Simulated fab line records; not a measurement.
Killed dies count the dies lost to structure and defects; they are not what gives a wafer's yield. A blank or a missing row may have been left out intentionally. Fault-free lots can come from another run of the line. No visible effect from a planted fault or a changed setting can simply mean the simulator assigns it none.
Tool commonality check | flow sky130 | Sample size 11 lots and 31 wafers

== WHY THIS WAS OPENED ==
1 of 11 lots carry a flag on the reading METAL1_ALCU_RS at SKY_METAL1_RS_MEAS_05. Wafers without a fault read 0.1275 ohm/sq, standard deviation 0.0021.
Rule: a lot gets a flag if all its wafers with a number sit over 4 standard deviations from that mean, or if no wafer of it has a number. The other lots count as sound.

lot  | measured     | on            | METAL1_ALCU_RS (ohm/sq), wafer by wafer | flag
L466 | day 33 13:02 | film metro-03 | 0.1280 0.1276 0.1242                    |
L472 | day 34 15:55 | film metro-02 | 0.1274 0.1290 0.1275                    |
L471 | day 34 16:55 | film metro-01 | 0.1261 0.1268 0.1279                    |
L473 | day 35 10:01 | film metro-03 | 0.1269 0.1271 0.1257                    |
L474 | day 35 14:04 | film metro-01 | 0.1271 0.1269 0.1267                    |
L478 | day 36 17:10 | film metro-02 | 0.1278 0.1277 0.1316                    |
L477 | day 36 20:29 | film metro-01 | 0.1277 0.1275 0.1269                    |
L480 | day 37 12:46 | film metro-03 | 0.1293 0.1295 0.1297                    |
L482 | day 37 16:24 | film metro-03 | 0.1386                                  | FLAGGED
L486 | day 39 00:05 | film metro-02 | 0.1219 0.1255 0.1263                    |
L488 | day 39 16:35 | film metro-03 | 0.1274 0.1291 0.1282                    |
Average over the flagged lots: 0.1386 ohm/sq; offset from the usual +0.0111 ohm/sq, equal to +5 standard deviations.

== TOOL THAT RAN EACH LOT ==
The record holds 2 process steps before the reading, out of a route of 708 steps. Every cell lists first the tool, next ch and the chambers used by the sampled wafers, and last the start.
lot  | flag    | SKY_POLY_CUT_ETCH_11               | SKY_METAL1_SPUTTER_02
L466 |         | rie diel-02 ch 1,2,3, day 26 03:07 | pvd sputter-01, day 33 12:56
L472 |         | rie diel-01 ch 0,2,3, day 27 06:41 | pvd sputter-03, day 34 15:50
L471 |         | rie diel-02 ch 1,3, day 27 08:31   | pvd sputter-02, day 34 16:49
L473 |         | rie diel-02 ch 1,2,3, day 28 04:53 | pvd sputter-01, day 35 09:55
L474 |         | rie diel-01 ch 0,2,3, day 28 07:58 | pvd sputter-03, day 35 13:58
L478 |         | rie diel-01 ch 1,3, day 29 12:04   | pvd sputter-02, day 36 17:02
L477 |         | rie diel-04 ch 0,1,2, day 29 15:23 | pvd sputter-02, day 36 20:23
L480 |         | rie diel-04 ch 0,1,3, day 30 09:08 | pvd sputter-01, day 37 12:40
L482 | FLAGGED | rie diel-01 ch 1, day 30 16:25     | pvd sputter-02, day 37 16:19
L486 |         | rie diel-02 ch 2,3, day 32 00:52   | pvd sputter-01, day 38 23:59
L488 |         | rie diel-01 ch 1,2,3, day 32 18:08 | pvd sputter-03, day 39 16:30
These steps, and what they do:
- SKY_POLY_CUT_ETCH_11: etches Si3N4 in CF4/CH2F2/Ar, stops on poly-Si, time 42.5 s, target depth 60 nm.
- SKY_METAL1_SPUTTER_02: material AlCu, target thk 250 nm, time 13.3 s.
- SKY_METAL1_RS_MEAS_05: measures by four-point-probe.

== FLAGGED OVER TOTAL, TOOL BY TOOL (the gauges that took the reading come last) ==
step                  | tool           | lots run | flagged | share of the flagged lots | sound lots run after its first flagged lot
SKY_POLY_CUT_ETCH_11  | rie diel-01    | 5        | 1       | all                       | 1 (L488)
SKY_POLY_CUT_ETCH_11  | rie diel-02    | 4        | 0       | none                      | -
SKY_POLY_CUT_ETCH_11  | rie diel-04    | 2        | 0       | none                      | -
SKY_METAL1_SPUTTER_02 | pvd sputter-01 | 4        | 0       | none                      | -
SKY_METAL1_SPUTTER_02 | pvd sputter-02 | 4        | 1       | all                       | 0
SKY_METAL1_SPUTTER_02 | pvd sputter-03 | 3        | 0       | none                      | -
SKY_METAL1_RS_MEAS_05 | film metro-01  | 3        | 0       | none                      | -
SKY_METAL1_RS_MEAS_05 | film metro-02  | 3        | 0       | none                      | -
SKY_METAL1_RS_MEAS_05 | film metro-03  | 5        | 1       | all                       | 1 (L488)

== WHAT THE TABLE ALLOWS ==
Rows of the table that ran every flagged lot, 3 in all: rie diel-01 at SKY_POLY_CUT_ETCH_11, pvd sputter-02 at SKY_METAL1_SPUTTER_02, film metro-03 at SKY_METAL1_RS_MEAS_05.
- rie diel-01 at SKY_POLY_CUT_ETCH_11: 1 of its 5 lots flagged. Lots that were sound ran on it after the first flagged one (L488); a persistent fault on the entire tool would not allow that.
- pvd sputter-02 at SKY_METAL1_SPUTTER_02: 1 of its 4 lots flagged. Last sound lot L477 at day 36 20:23, first flagged lot L482 at day 37 16:19; a fault beginning in between fits.
- film metro-03 at SKY_METAL1_RS_MEAS_05: 1 of its 5 lots flagged. Lots that were sound ran on it after the first flagged one (L488); a persistent fault on the entire tool would not allow that.
pvd sputter-02 at SKY_METAL1_SPUTTER_02 is the single tool remaining.

== WHAT THE SIMULATOR PUT IN ==
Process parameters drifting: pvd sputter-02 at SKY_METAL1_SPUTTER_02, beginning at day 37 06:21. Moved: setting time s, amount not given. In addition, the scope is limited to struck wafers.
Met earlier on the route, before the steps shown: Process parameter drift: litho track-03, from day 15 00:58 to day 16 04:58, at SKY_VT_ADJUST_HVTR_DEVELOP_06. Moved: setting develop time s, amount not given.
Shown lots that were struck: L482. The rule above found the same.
